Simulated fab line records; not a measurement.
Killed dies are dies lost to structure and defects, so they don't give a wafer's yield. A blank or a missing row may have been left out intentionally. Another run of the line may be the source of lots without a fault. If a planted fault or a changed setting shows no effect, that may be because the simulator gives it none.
Comparing a struck lot with a sound one || flow sky130 || 16 steps out of a route of 708
Sound: wafers L819.2, L819.5, L819.6. Struck: wafers L837.2, L837.3 (left out: L837.5, a lot-mate that was not struck); the cause follows at the end.
Per side, at each step with rows, come the tool, then ch with its chambers, and then its first start. Under that, the readings that differ: sound wafers || struck wafers || difference of the means || sigmas: that difference in standard deviations of wafers without a fault.
alike: readings whose means differ by less than 2 such deviations, and words and numbers that are the same on both sides. not compared: withheld readings, readings that some wafer has no value for, bounds like >300 that may hide the same value, and numbers for which the record gives no deviation and whose values overlap.
A row with sigmas, a row that says differs or no value, or rows on one side alone: a step with any of these is where the two part. Non-overlapping numbers with no deviation appear without sigmas and do not part them. Lack of a reading on every wafer of one side parts them only where that side has two or more wafers.

first, 8 steps without rows for these wafers: SKY_METAL1_DEHYDRATE_07 (time 60 s); SKY_METAL1_HMDS_08 (prime time 60 s); SKY_METAL1_COAT_09 (resist thk 60 nm); SKY_METAL1_COAT_10 (resist thk 450 nm); SKY_METAL1_SOFTBAKE_11 (time 90 s); SKY_METAL1_EXPOSE_12 (exposes mask MM1, target cd 140 nm); SKY_METAL1_PEB_13; SKY_METAL1_DEVELOP_14 (develop time 60 s).
SKY_METAL1_CD_MEAS_15: the cd target is 140 nm.
  sound: cdSem-01 at day 32 20:46; struck: cdSem-01 at day 39 03:16
  alike: cdNm
SKY_METAL1_OVL_MEAS_16:
  sound: overlay-01 at day 32 20:53; struck: overlay-01 at day 39 03:22
  alike: METAL1_OVL
SKY_METAL1_DESCUM_17: chemistry O2, time 8 s.
  sound on rieMetal-02 ch 0,1, day 32 20:55; struck on rieMetal-02 ch 1, day 39 03:24
  alike: drypumpMotorCurrentA, oesProductAu
  not compared: rfHoursCounterH
SKY_METAL1_ETCH_18: etches BARC in N2/H2, stops on SiO2, time 45.9 s, target depth 60 nm.
  sound on rieMetal-02 ch 0,1, day 32 20:56; struck on rieMetal-02 ch 1, day 39 03:26
  alike: drypumpMotorCurrentA, n2FlowSccm, oesProductAu, runLengthS, throttleValvePct
  not compared: rfHoursCounterH
SKY_METAL1_METAL_ETCH_19: etches the open film in Cl2/BCl3, stops on SiO2, target depth 360 nm, time 78 s.
  sound on rieMetal-02 ch 0,1, day 32 21:00; struck on rieMetal-02 ch 1, day 39 03:30
{"reading": "oesProductAu (a.u.)", "sound": "0.851 0.847 0.853", "struck": "1.009 1.006", "difference": "+0.157", "sigmas": "+28"}
{"reading": "runLengthS (s)", "sound": "106.2 106.1 106.1", "struck": "88.2 87.8", "difference": -18.1, "sigmas": -55}
{"reading": "model.KrF-thick_of_METAL1_COAT_10.thkNm (nm)", "sound": "158.4 157.6 161.6", "struck": "212.3 212.4", "difference": "+53.2", "sigmas": ""}
{"reading": "model.METAL1.cdNm (nm)", "sound": "141 142.5 141", "struck": "146.2 146.4", "difference": "+4.8", "sigmas": ""}
{"reading": "model.SiO2_of_CONTACT_HDPCVD_02.thkNm (nm)", "sound": "326.1 324.8 324.2", "struck": "328.1 328.3", "difference": "+3.2", "sigmas": ""}
  alike: drypumpMotorCurrentA, throttleValvePct
  not compared: rfHoursCounterH
SKY_METAL1_STRIP_20: strips in O2/N2.
  sound on plasmaAsher-01 ch 0,1, day 32 21:05; struck on plasmaAsher-03 ch 1, day 39 03:35
{"reading": "oesProductAu (a.u.)", "sound": "0.348 0.336 0.345", "struck": "0.366 0.363", "difference": "+0.022", "sigmas": "+5"}
{"reading": "stripTimeToEndpointS (s)", "sound": "2.684 2.668 2.717", "struck": "3.282 3.284", "difference": "+0.593", "sigmas": "+20"}
  alike: drypumpMotorCurrentA, n2FlowSccm
  not compared: rfHoursCounterH
then, 1 step without rows for these wafers: SKY_METAL1_STRIP_21 (strips in post etch residue remover, time 1200 s).
-- the record jumps here: 11 days lie between the struck wafers' starts before and after (it left off in module METAL1 and takes up again in module PAD_OPEN, whose first step shown is number 708 of the route) --
SKY_PAD_OPEN_PROBE_99:
  sound: prober-02 at day 45 22:12; struck: prober-01 at day 50 11:17
{"reading": "model.etest.met1.widthNm (nm)", "sound": "138.6 140.9 138.3", "struck": "148.7 145.5", "difference": "+7.8", "sigmas": ""}
{"reading": "model.etest.met1Comb.leakLog10AUm", "sound": "-11.91 -12 -12.06", "struck": "-7.253 -7.821", "difference": "+4.453", "sigmas": ""}
{"reading": "model.etest.met1.lineOhmUm", "sound": "0.9165 0.9154 0.9206", "struck": "0.8657 0.8817", "difference": -0.0438, "sigmas": ""}

## WHERE THEY PART
First at SKY_METAL1_METAL_ETCH_19; last, within this record, at SKY_METAL1_STRIP_20.

WHY: the cause the simulator had injected
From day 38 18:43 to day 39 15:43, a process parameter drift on rieMetal-02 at SKY_METAL1_METAL_ETCH_19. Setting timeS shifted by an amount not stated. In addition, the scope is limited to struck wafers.
